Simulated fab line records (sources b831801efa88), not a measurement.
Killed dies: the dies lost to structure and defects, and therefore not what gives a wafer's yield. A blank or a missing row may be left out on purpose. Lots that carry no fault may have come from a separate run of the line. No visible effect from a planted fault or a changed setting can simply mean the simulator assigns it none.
fab line records | flow sky130
[record] lots = 13 | wafers = 39 | last-day = 50
route steps=708 shown SONOS_TUNNEL@162 POLY_GATE@232 LDD_N@241 LDD_HVP@288
lots that met no fault: from a run of the same line without faults
start-h: the number of hours between the record's first day and the start of the first shown wafer of the lot | wait-h: hours since the lot's step before | " the same as in the row above | L1.1+2: several wafers, shown together as one row | - no value, or no start was given | * or withheld: withheld | < > ~ a bound
route shown NAME@n: names a module that has steps shown in the file, with the first one's number in the route | usual: the fault-free wafers' mean and standard deviation | same: alike in all rows | chamber/n: place in a boat | sites: the reading at each site | _std_site: standard deviation across them | _edge_site: inner sites' mean taken away from outer sites' mean | radius-mm: how far each site lies from the wafer's centre | mask NAME#n: copy n | behind: the tool/chamber that last shaped the wafer | hold: why the lot went on hold/how many hours it stayed there/how the hold came to an end | device: transistor that didn't switch, given as n, p or np | end of line: the same wafers' tests at the end of the route | a step with no rows: only its recipe | killed: not the wafer's yield, but the dies lost to structure and defects at the first sort | map: a wafer's dies, marking killed ones x, the rest . and places with no die _
set.NAME: the setting as run; set.NAME@STEP: as run at that earlier step | model.NAME: the simulator's own value behind a step, which no gauge read
steps of the route over a sample of lots; a table a step, a row a wafer
services: a tool's chamber out of use, with start hour (start-h, from the record's first day; less than 0 if before it), hours out, and reason
[[steps]]
[step SKY_SONOS_TUNNEL_OVL_MEAS_08]
[usual] SONOS_TUNNEL_OVL = -0.7/1.2
lot.wafer | tool       | chamber | start-h | wait-h | SONOS_TUNNEL_OVL[nm]
L891.2    | overlay-02 | -       | 252.46  | 0.1    | -1.1
L891.4    | "          | -       | "       | "      | -0.4
L891.5    | "          | -       | "       | "      | -0.9
L892.2    | overlay-01 | -       | 259.61  | 0.1    | 0.1
L892.5    | "          | -       | "       | "      | 0.5
L892.6    | "          | -       | "       | "      | 0.1
L897.1    | overlay-02 | -       | 293.71  | 0.1    | -1.1
L897.2    | "          | -       | "       | "      | -0.6
L897.5    | "          | -       | "       | "      | -1.1
L900.4    | overlay-01 | -       | 325.38  | 0.1    | -1.7
L900.5    | "          | -       | "       | "      | -2.6
L900.6    | "          | -       | "       | "      | -0.4
L904.2    | overlay-01 | -       | 358.37  | 0.1    | 0.3
L904.4    | "          | -       | "       | "      | 2.1
L904.5    | "          | -       | "       | "      | 0.5
L905.1    | overlay-01 | -       | 362.31  | 0.1    | -2.3
L905.5    | "          | -       | "       | "      | -2.8
L905.6    | "          | -       | "       | "      | -3.1
L908.1    | overlay-01 | -       | 391.41  | 0.1    | -1.3
L908.3    | "          | -       | "       | "      | -0.4
L908.4    | "          | -       | "       | "      | -0.1
L909.3    | overlay-02 | -       | 400.22  | 0.1    | -3.5
L909.4    | "          | -       | "       | "      | -2.4
L909.5    | "          | -       | "       | "      | -3.0
L910.1    | overlay-01 | -       | 403.61  | 0.1    | 0.1
L910.3    | "          | -       | "       | "      | -3.6
L910.5    | "          | -       | "       | "      | -1.3
L911.1    | overlay-02 | -       | 405.91  | 0.1    | -0.7
L911.5    | "          | -       | "       | "      | 1.1
L911.6    | "          | -       | "       | "      | -0.4
L912.3    | overlay-02 | -       | 414.31  | 0.1    | -0.6
L912.4    | "          | -       | "       | "      | 0.0
L912.5    | "          | -       | "       | "      | -0.9
L913.2    | overlay-01 | -       | 424.72  | 0.1    | -1.6
L913.3    | "          | -       | "       | "      | 0.4
L913.4    | "          | -       | "       | "      | -0.8
L914.1    | overlay-01 | -       | 429.21  | 0.1    | 0.3
L914.3    | "          | -       | "       | "      | -1.1
L914.5    | "          | -       | "       | "      | -0.5
[step SKY_POLY_GATE_STRIP_18]
[recipe] chemistry = O2/N2 | power-w = 1400 | pressure-mtorr = 1500 | platen-temp-c = withheld | o2-flow-sccm = 3000 | n2-flow-sccm = 300 | overash-fraction = 0.5
[usual] drypump-motor-current-A = 5.6/0.59 | oes-product-au = 0.361/0.005 | strip-time-to-endpoint-s = 3.17/0.038
lot.wafer | tool            | chamber | start-h | wait-h | drypump-motor-current-A | oes-product-au | rf-hours-counter-h | strip-time-to-endpoint-s
L891.2    | plasma-asher-01 | 0       | 372.84  | 0.0    | 6.4                     | 0.361          | 66                 | 3.17
L891.4    | "               | 0       | "       | "      | 6.4                     | 0.355          | -                  | 3.18
L891.5    | "               | 1       | "       | "      | 5.0                     | 0.360          | -                  | 3.17
L892.2    | plasma-asher-02 | 1       | 383.79  | 0.0    | 5.4                     | 0.360          | 70                 | 3.17
L892.5    | "               | 1       | "       | "      | 5.4                     | 0.369          | -                  | 3.18
L892.6    | "               | 0       | "       | "      | 6.4                     | 0.362          | -                  | 3.16
L897.1    | plasma-asher-02 | 0       | 415.69  | 0.0    | 6.3                     | 0.362          | 73                 | 3.20
L897.2    | "               | 1       | "       | "      | 5.4                     | 0.365          | 73                 | 3.18
L897.5    | "               | 0       | "       | "      | 6.4                     | 0.358          | -                  | 3.16
L900.4    | plasma-asher-04 | 0       | 461.95  | 0.1    | 5.9                     | 0.364          | -                  | 3.20
L900.5    | "               | 0       | "       | "      | 5.9                     | 0.368          | -                  | 3.21
L900.6    | "               | 1       | "       | "      | 5.0                     | 0.360          | -                  | 3.13
L905.1    | plasma-asher-04 | 1       | 503.59  | 0.0    | 4.9                     | 0.361          | 70                 | 3.16
L905.5    | "               | 0       | "       | "      | 5.9                     | 0.368          | -                  | 3.19
L905.6    | "               | 1       | "       | "      | 4.9                     | 0.364          | -                  | 3.22
L904.2    | plasma-asher-04 | 0       | 504.73  | 0.0    | 5.9                     | 0.360          | 70                 | 3.14
L904.4    | "               | 1       | "       | "      | 5.0                     | 0.363          | -                  | 3.18
L904.5    | "               | 1       | "       | "      | 5.0                     | 0.360          | -                  | 3.16
L908.1    | plasma-asher-04 | 0       | 533.72  | 0.0    | 5.9                     | 0.363          | 73                 | 3.13
L908.3    | "               | 0       | "       | "      | 5.9                     | 0.360          | -                  | 3.18
L908.4    | "               | 1       | "       | "      | 4.9                     | 0.352          | -                  | 3.20
L910.1    | plasma-asher-04 | 0       | 545.83  | 0.0    | 5.9                     | 0.360          | 74                 | 3.18
L910.3    | "               | 0       | "       | "      | 5.9                     | 0.358          | -                  | 3.16
L910.5    | "               | 0       | "       | "      | 5.9                     | 0.369          | -                  | 3.20
L909.3    | plasma-asher-01 | 0       | 546.37  | 0.1    | 6.4                     | 0.370          | -                  | 3.26
L909.4    | "               | 1       | "       | "      | 5.0                     | 0.365          | -                  | 3.16
L909.5    | "               | 1       | "       | "      | 5.0                     | 0.361          | -                  | 3.14
L911.1    | plasma-asher-04 | 0       | 546.87  | 0.0    | 5.9                     | 0.362          | 74                 | 3.18
L911.5    | "               | 1       | "       | "      | 5.0                     | 0.354          | -                  | 3.16
L911.6    | "               | 0       | "       | "      | 5.9                     | 0.355          | -                  | 3.12
L912.3    | plasma-asher-01 | 1       | 558.47  | 0.1    | 5.0                     | 0.357          | -                  | 3.12
L912.4    | "               | 0       | "       | "      | 6.3                     | 0.361          | -                  | 3.14
L912.5    | "               | 0       | "       | "      | 6.4                     | 0.353          | -                  | 3.14
L913.2    | plasma-asher-02 | 1       | 567.48  | 0.0    | 5.4                     | 0.354          | 12                 | 3.15
L913.3    | "               | 1       | "       | "      | 5.4                     | 0.354          | -                  | 3.13
L913.4    | "               | 0       | "       | "      | 6.4                     | 0.355          | -                  | 3.13
L914.1    | plasma-asher-01 | 0       | 568.84  | 0.0    | 6.4                     | 0.362          | 87                 | 3.18
L914.3    | "               | 1       | "       | "      | 5.0                     | 0.356          | -                  | 3.18
L914.5    | "               | 0       | "       | "      | 6.4                     | 0.351          | -                  | 3.17
[step SKY_LDD_N_EXPOSE_04]
[recipe] mask-id = NTM | target-cd-nm = 840 | na = 0.6 | source-shape = conventional | sigma-outer = 0.6 | dose-mj = 110
[same] na = 0.6
lot.wafer  | tool             | chamber | start-h | wait-h | mask
L891.2+4+5 | iline-stepper-02 | 0       | 394.11  | -      | NTM#0
L892.2+5+6 | iline-stepper-02 | 0       | 405.36  | -      | NTM#0
L897.1+2+5 | iline-stepper-01 | 0       | 439.79  | -      | NTM#0
L900.4+5+6 | iline-stepper-01 | 0       | 483.99  | -      | NTM_R1#0
L905.1+5+6 | iline-stepper-01 | 0       | 521.40  | -      | NTM#0
L904.2+4+5 | iline-stepper-01 | 0       | 521.90  | -      | NTM#0
L908.1+3+4 | iline-stepper-02 | 0       | 549.83  | -      | NTM#0
L910.1+3+5 | iline-stepper-01 | 0       | 563.31  | -      | NTM#0
L909.3+4+5 | iline-stepper-01 | 0       | 563.82  | -      | NTM#0
L911.1+5+6 | iline-stepper-01 | 0       | 564.11  | -      | NTM#0
L912.3+4+5 | iline-stepper-01 | 0       | 576.20  | -      | NTM#0
L913.2+3+4 | iline-stepper-02 | 0       | 583.79  | -      | NTM#0
L914.1+3+5 | iline-stepper-01 | 0       | 585.57  | -      | NTM#0
[step SKY_LDD_HVP_TW_MEAS_10]
[usual] LDD_HVP_TW = 456/3.1
lot.wafer | tool          | chamber | start-h | wait-h | LDD_HVP_TW
L891.2    | film-metro-02 | -       | 497.74  | 0.1    | 458
L891.4    | "             | -       | "       | "      | 456
L891.5    | "             | -       | "       | "      | 457
L892.2    | film-metro-01 | -       | 510.59  | 0.1    | 452
L892.5    | "             | -       | "       | "      | 449
L892.6    | "             | -       | "       | "      | 450
L897.1    | film-metro-01 | -       | 547.01  | 0.1    | 449
L897.2    | "             | -       | "       | "      | 449
L897.5    | "             | -       | "       | "      | 449
L900.4    | film-metro-02 | -       | 589.15  | 0.1    | 457
L900.5    | "             | -       | "       | "      | 456
L900.6    | "             | -       | "       | "      | 456
L905.1    | film-metro-02 | -       | 627.32  | 0.1    | 454
L905.5    | "             | -       | "       | "      | 454
L905.6    | "             | -       | "       | "      | 456
L904.2    | film-metro-01 | -       | 629.13  | 0.1    | 460
L904.4    | "             | -       | "       | "      | 457
L904.5    | "             | -       | "       | "      | 455
L908.1    | film-metro-02 | -       | 653.56  | 0.1    | 457
L908.3    | "             | -       | "       | "      | 458
L908.4    | "             | -       | "       | "      | 458
L910.1    | film-metro-03 | -       | 665.87  | 0.1    | 455
L910.3    | "             | -       | "       | "      | 458
L910.5    | "             | -       | "       | "      | 456
L909.3    | film-metro-01 | -       | 667.29  | 0.1    | 457
L909.4    | "             | -       | "       | "      | 459
L909.5    | "             | -       | "       | "      | 460
L911.1    | film-metro-01 | -       | 667.57  | 0.1    | 457
L911.5    | "             | -       | "       | "      | 458
L911.6    | "             | -       | "       | "      | 458
L912.3    | film-metro-02 | -       | 676.93  | 0.1    | 461
L912.4    | "             | -       | "       | "      | 458
L912.5    | "             | -       | "       | "      | 457
L913.2    | film-metro-01 | -       | 686.33  | 0.1    | 458
L913.3    | "             | -       | "       | "      | 457
L913.4    | "             | -       | "       | "      | 455
L914.1    | film-metro-03 | -       | 687.38  | 0.1    | 455
L914.3    | "             | -       | "       | "      | 454
L914.5    | "             | -       | "       | "      | 455
[[services]]
tool             | chamber | start-h | hours | kind
iline-stepper-02 | -       | 359.62  | 1.7   | pm
iline-stepper-01 | -       | 393.43  | 20.8  | repair
plasma-asher-02  | -       | 421.25  | 9.0   | pm
plasma-asher-02  | 0       | 421.25  | 9.0   | vent-cycle
plasma-asher-02  | 1       | 421.25  | 9.0   | vent-cycle
plasma-asher-02  | 0       | 430.25  | -     | clean
plasma-asher-02  | 1       | 430.25  | -     | clean
iline-stepper-01 | -       | 430.67  | 1.7   | pm
plasma-asher-01  | -       | 440.68  | 2.9   | repair
iline-stepper-01 | -       | 473.70  | 4.4   | pm
plasma-asher-02  | -       | 502.00  | 13.2  | repair
iline-stepper-02 | -       | 563.49  | 15.2  | repair
iline-stepper-01 | -       | 576.84  | 1.7   | repair
iline-stepper-02 | -       | 578.68  | 1.7   | pm
[[key]]
[first-sign] step = SKY_LDD_N_EXPOSE_04 | reading = mask | direction = changed
effect none on later readings
met-at SKY_LDD_N_EXPOSE_04
struck-lots L900
tester-left-out L900
not-acting-at SKY_SONOS_TUNNEL_OVL_MEAS_08,SKY_POLY_GATE_STRIP_18,SKY_LDD_HVP_TW_MEAS_10
onset-between 439.79 483.99
[fault] kind = wrong-mask | tool = any | chamber = - | onset-h = 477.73 | steps = SKY_LDD_N_EXPOSE_04 | aux-copy = NTM_R1#0 | cd-offset-nm = -101 | scope = struck-lots-only
// tester-left-out: of these lots the tester's yield and bins aren't shown, on N5 and GAA mostly nor the transistor test; their killed dies are dies lost to structure and defects alone, not to doping, threshold or leakage, so they don't give the yield
